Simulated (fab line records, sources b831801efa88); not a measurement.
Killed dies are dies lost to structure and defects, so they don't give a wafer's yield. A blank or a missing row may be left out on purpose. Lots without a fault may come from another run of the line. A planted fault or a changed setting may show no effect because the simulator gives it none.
One fault seen from 2 desks | flow sky130 | each desk has only its own numbers; what lay behind them comes last

THE METROLOGY DESK
What the gauges read, lot by lot, whatever tool the lot ran on: means of the sampled wafers that have a number. A lot is out of limits, marked OUT, if its mean lies more than 4 standard deviations from the usual mean; the brackets give that distance.
Columns: A = LDD_HVP_OVL at SKY_LDD_HVP_OVL_MEAS_07, usual 0.3 nm; B = RES_XHIGH_TW at SKY_RES_XHIGH_TW_MEAS_09, usual 1650
lot  | first seen here | A    | B
L168 | day 21 08:05    | -1.3 | 1643
L175 | day 24 12:09    | 1.5  | 1655
L177 | day 25 01:33    | -0.7 | 1656
L182 | day 26 21:07    | 1.3  | 1648
L184 | day 27 09:07    | 1.5  | 1650
L185 | day 27 14:12    | 0.9  | 1649
L186 | day 28 01:10    | -0.2 | 1653
L187 | day 28 11:42    | -2.4 | 1633
L188 | day 28 16:42    | -0.3 | 1659
L189 | day 29 04:09    | 0.3  | 1655
L190 | day 29 11:05    | 1.9  | 1650
L191 | day 29 19:45    | -1.5 | 1644
This desk's finding: nothing out of limits on any of the 12 lots.

THE TOOL OWNER'S DESK: litho_track-02
The tool's own readings at SKY_RES_XHIGH_COAT_02 (resist thk 1140 nm): means of the sampled wafers that have a number, for each lot that ran on this tool. A lot is out of limits, marked OUT, if its mean lies more than 4 standard deviations from the usual mean; the brackets give that distance.
Columns: A = spin_speed_rpm at SKY_RES_XHIGH_COAT_02, usual 3000.5 rpm
lot  | first seen here | A
L175 | day 28 20:13    | 3065.0 (+34) OUT
L177 | day 29 09:00    | 3065.4 (+34) OUT
L185 | day 31 23:01    | 2999.9
This desk's finding: out of limits on L175, L177; first on L175, day 28 20:13 (spin_speed_rpm at SKY_RES_XHIGH_COAT_02). In limits: L185.

PUT TOGETHER
The tool owner's desk could have raised an alarm at day 28 20:13, on L175, L177.
The metrology desk saw nothing out of limits.
The metrology desk has L175, L177 on record, within its limits.
Of the lots named, all ran SKY_RES_XHIGH_COAT_02 on litho_track-02.

WHAT THE SIMULATOR HAD PUT IN
Process parameter drift: litho_track-02, from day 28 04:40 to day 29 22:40, at SKY_RES_XHIGH_COAT_02. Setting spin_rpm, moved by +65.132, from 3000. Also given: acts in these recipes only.
Lots struck among those shown: L175, L177.
Hours from the fault's start to each desk's first reading out of limits: the tool owner's desk, 16.
